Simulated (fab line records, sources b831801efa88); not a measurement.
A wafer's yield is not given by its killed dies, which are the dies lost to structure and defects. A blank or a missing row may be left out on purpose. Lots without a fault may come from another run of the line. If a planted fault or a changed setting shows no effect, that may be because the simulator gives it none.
The same fault as seen by 2 desks ; flow gf180mcu ; each desk has only its own numbers; what lay behind them comes last

## THE TOOL OWNER'S DESK: implanter-01
For each lot that ran on this tool, the mean over its sampled wafers that have a number, from the tool's own readings at GF_NWELL_IMPLANT_08. The brackets show how far a lot's mean lies from the usual mean; more than 4 standard deviations puts the lot out of limits, marked OUT.
Columns: A = beam-energy-keV at GF_NWELL_IMPLANT_08, usual 450.00
lot;first seen here;A
L905;day 3 18:50;450.19
L906;day 3 23:35;449.87
L907;day 4 08:23;450.05
L912;day 5 07:04;450.00
L915;day 6 02:41;449.67
L919;day 7 00:04;470.16 (+99 or more) OUT
L921;day 7 10:07;470.18 (+99 or more) OUT
This desk's verdict: out of limits on L919, L921, starting with L919 at day 7 00:04 (beam-energy-keV at GF_NWELL_IMPLANT_08). Within limits: L905, L906, L907, L912, L915.

## FROM THE METROLOGY DESK
What the gauges read for every lot (on any tool): the sampled wafers with a number, averaged. The brackets show how far a lot's mean lies from the usual mean; more than 4 standard deviations puts the lot out of limits, marked OUT.
Columns: A = NWELL_RS at GF_VT_IMPLANT_RS_MEAS_47, usual 488.3 ohm/sq
lot;first seen here;A
L903;day 7 14:30;487.9
L905;day 8 04:52;489.3
L906;day 8 07:29;486.4
L907;day 8 20:11;488.6
L908;day 8 22:08;487.5
L910;day 9 11:19;489.1
L911;day 9 19:52;486.6
L912;day 10 01:20;486.6
L913;day 10 09:46;489.9
L914;day 10 19:49;489.9
L915;day 11 00:45;487.8
L919;day 12 01:16;482.8 (-4.3) OUT
L920;day 12 06:58;488.6
L921;day 12 13:49;485.7
This desk finds L919 out of limits, with the earliest case on L919 at day 12 01:16 (NWELL_RS at GF_VT_IMPLANT_RS_MEAS_47). Within limits: L903, L905, L906, L907, L908, L910, L911, L912, L913, L914, L915, L920, L921.

## PUT TOGETHER
On L919, L921, at day 7 00:04, an alarm was possible from the tool owner's desk.
L919 would have let the metrology desk raise an alarm at day 12 01:16.
The metrology desk holds a record of L921, inside its limits.
On implanter-01, each named lot ran GF_NWELL_IMPLANT_08.

## WHAT WAS PUT IN BY THE SIMULATOR
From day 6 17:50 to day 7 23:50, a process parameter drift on implanter-01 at GF_NWELL_IMPLANT_08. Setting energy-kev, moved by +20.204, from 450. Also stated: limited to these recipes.
Lots struck among those shown: L919, L921.
Counting hours from when the fault started, the first reading out of limits came at 6 for the tool owner's desk and at 127 for the metrology desk.
